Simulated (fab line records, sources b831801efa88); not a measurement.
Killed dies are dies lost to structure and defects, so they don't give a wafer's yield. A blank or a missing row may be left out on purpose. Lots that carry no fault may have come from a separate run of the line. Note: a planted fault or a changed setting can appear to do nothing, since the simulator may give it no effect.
One fault through the eyes of 2 desks	flow sky130	what lay behind the numbers comes last; until then each desk has only its own

== AT THE METROLOGY DESK ==
Lot by lot, what the gauges showed, no matter which tool ran the lot: averages of those sampled wafers that carry a number. If a lot's mean is further than 4 standard deviations from the usual mean, the lot is out of limits and carries the mark OUT (the distance appears in the brackets).
Columns: A = VIA1_OVL at SKY_VIA1_OVL_MEAS_13, usual -1 nm
lot	first seen here	A
L172	day 34 07:19	-8
L174	day 34 21:04	-5
L175	day 35 06:28	-2
L179	day 36 14:01	-4
L180	day 36 23:46	3
L184	day 38 00:28	-3
L185	day 38 07:28	-10
L187	day 38 20:46	-1
L189	day 39 06:16	2
L190	day 39 20:55	-4
L191	day 40 06:22	3
L192	day 40 07:13	0
L194	day 40 20:56	-4
L195	day 41 04:07	-6
Finding of this desk: none of the 14 lots has anything out of limits.

== TOOL OWNER'S DESK, rie metal-01 ==
The tool's own readings at SKY_METAL1_METAL_ETCH_19 (etches the open film in Cl2/BCl3, stops on SiO2, target depth 360 nm, time 78 s): means of the sampled wafers that have a number, for each lot that ran on this tool. If a lot's mean is further than 4 standard deviations from the usual mean, the lot is out of limits and carries the mark OUT (the distance appears in the brackets).
Columns: A = drypump motor current A at SKY_METAL1_METAL_ETCH_19, usual 5.9 A; B = oes product au at SKY_METAL1_METAL_ETCH_19, usual 0.854 a.u.; C = throttle valve pct at SKY_METAL1_METAL_ETCH_19, usual 22.264 %
lot	first seen here	A	B	C
L175	day 34 02:30	5.7	0.857	22.266
L179	day 35 10:19	5.5	0.849	22.270
L180	day 35 19:41	5.5	0.856	22.262
L184	day 36 21:27	5.7	0.845	22.263
L192	day 39 05:19	5.5	0.854	22.264
L194	day 39 19:22	5.7	0.847	22.273
L195	day 40 02:22	5.7	0.849	22.264
Finding of this desk: none of the 7 lots has anything out of limits.

== BROUGHT TOGETHER ==
The metrology desk saw nothing out of limits.
The tool owner's desk saw nothing out of limits.

== WHAT HAD BEEN PUT IN BY THE SIMULATOR ==
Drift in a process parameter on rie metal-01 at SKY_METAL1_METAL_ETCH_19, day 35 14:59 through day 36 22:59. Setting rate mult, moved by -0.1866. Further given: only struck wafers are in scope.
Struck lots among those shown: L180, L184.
